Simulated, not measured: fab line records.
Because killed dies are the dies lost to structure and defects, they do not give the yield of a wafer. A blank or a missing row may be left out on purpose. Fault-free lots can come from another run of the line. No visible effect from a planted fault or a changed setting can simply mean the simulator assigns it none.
A struck lot beside a sound one || flow sky130 || 16 steps out of a route of 708
Sound: the wafers L835.1, L835.4, L835.5. Struck: wafer L853.3. (L853.2 of the same lot was not struck and is left out.) The cause comes at the end.
For every step that has rows: the tool of each side, followed by ch and its chambers, followed by its first start. Under that, the readings that differ: sound wafers || struck wafers || difference of the means || sigmas: that difference in standard deviations of wafers without a fault.
alike: a reading whose means differ by less than 2 such deviations, as well as words and numbers matching on both sides. not compared: withheld readings; readings where some wafer has no value; bounds like >300 that might hide an equal value; numbers whose values overlap and for which the record gives no deviation.
A row with sigmas, a row that says differs or no value, or rows on one side alone: a step with any of these is where the two part. Numbers that don't overlap but have no deviation are shown without sigmas and don't part them. A reading missing from all wafers of one side parts the sides only when that side holds two or more wafers.

SKY_VT_ADJUST_HVTP_OVL_MEAS_08:
  sound on overlay-01, day 6 05:35; struck on overlay-02, day 11 15:46
  alike: VT_ADJUST_HVTP_OVL
next, for these wafers, 1 step has no rows: SKY_VT_ADJUST_HVTP_IMPLANT_09.
SKY_VT_ADJUST_HVTP_STRIP_10: strips in O2/N2.
  sound on plasma asher-02 ch 0,1, day 6 05:47; struck on plasma asher-02 ch 1, day 11 15:56
  alike: drypump motor current A, oes product au, strip time to endpoint s
  not compared: rf hours counter h
SKY_VT_ADJUST_HVTP_TW_MEAS_11:
  sound on film metro-01, day 6 05:53; struck on film metro-02, day 11 16:03
{"reading": "VT_ADJUST_HVTP_TW", "sound": "1361 1371 1356", "struck": 1340, "difference": -23, "sigmas": -2}
then, 7 steps without rows for these wafers: SKY_VT_ADJUST_LVTN_DEHYDRATE_00 (time 60 s); SKY_VT_ADJUST_LVTN_HMDS_01 (prime time 60 s); SKY_VT_ADJUST_LVTN_COAT_02 (resist thk 3000 nm); SKY_VT_ADJUST_LVTN_SOFTBAKE_03; SKY_VT_ADJUST_LVTN_EXPOSE_04 (exposes mask NWM COMPLEMENT LESS NATIVE, target cd 840 nm); SKY_VT_ADJUST_LVTN_PEB_05; SKY_VT_ADJUST_LVTN_DEVELOP_06 (develop time 60 s).
SKY_VT_ADJUST_LVTN_OVL_MEAS_07:
  sound on overlay-01, day 6 23:02; struck on overlay-01, day 12 16:14
  alike: VT_ADJUST_LVTN_OVL
SKY_VT_ADJUST_LVTN_IMPLANT_08:
  sound on implanter-03 ch 0, day 6 23:04; struck on implanter-02 ch 0, day 12 16:18
  alike: beam on s
SKY_VT_ADJUST_LVTN_STRIP_09: strips in O2/N2.
  sound on plasma asher-01 ch 0, day 6 23:13; struck on plasma asher-04 ch 0, day 12 16:25
{"reading": "strip time to endpoint s (s)", "sound": "36.75 37.03 36.79", "struck": 37.09, "difference": "+0.23", "sigmas": "+2"}
  alike: drypump motor current A, oes product au
  not compared: rf hours counter h
SKY_VT_ADJUST_LVTN_TW_MEAS_10:
  sound on film metro-01, day 6 23:19; struck on film metro-03, day 12 16:46
{"reading": "VT_ADJUST_LVTN_TW", "sound": "243.3 243.9 242.6", "struck": 233.8, "difference": -9.5, "sigmas": -7}
  not compared: hold
-- a jump in the record: the struck wafers' starts before and after are 38 days apart (it breaks off in module VT_ADJUST_LVTN and resumes in module PAD_OPEN, where the first step shown is number 708 of the route) --
SKY_PAD_OPEN_PROBE_99:
  sound on prober-02, day 45 14:14; struck on prober-01, day 50 15:22
  alike: killed_at_M0_to_M3, killed_at_M4_up, killed at contacts, killed at front end, killed at other, killed dies, killed open, killed short

WHERE THEY PART
First at SKY_VT_ADJUST_HVTP_TW_MEAS_11; last, within this record, at SKY_VT_ADJUST_LVTN_TW_MEAS_10. Later steps at which nothing parts them and some readings are alike: SKY_PAD_OPEN_PROBE_99.

WHY: whatever the simulator had introduced
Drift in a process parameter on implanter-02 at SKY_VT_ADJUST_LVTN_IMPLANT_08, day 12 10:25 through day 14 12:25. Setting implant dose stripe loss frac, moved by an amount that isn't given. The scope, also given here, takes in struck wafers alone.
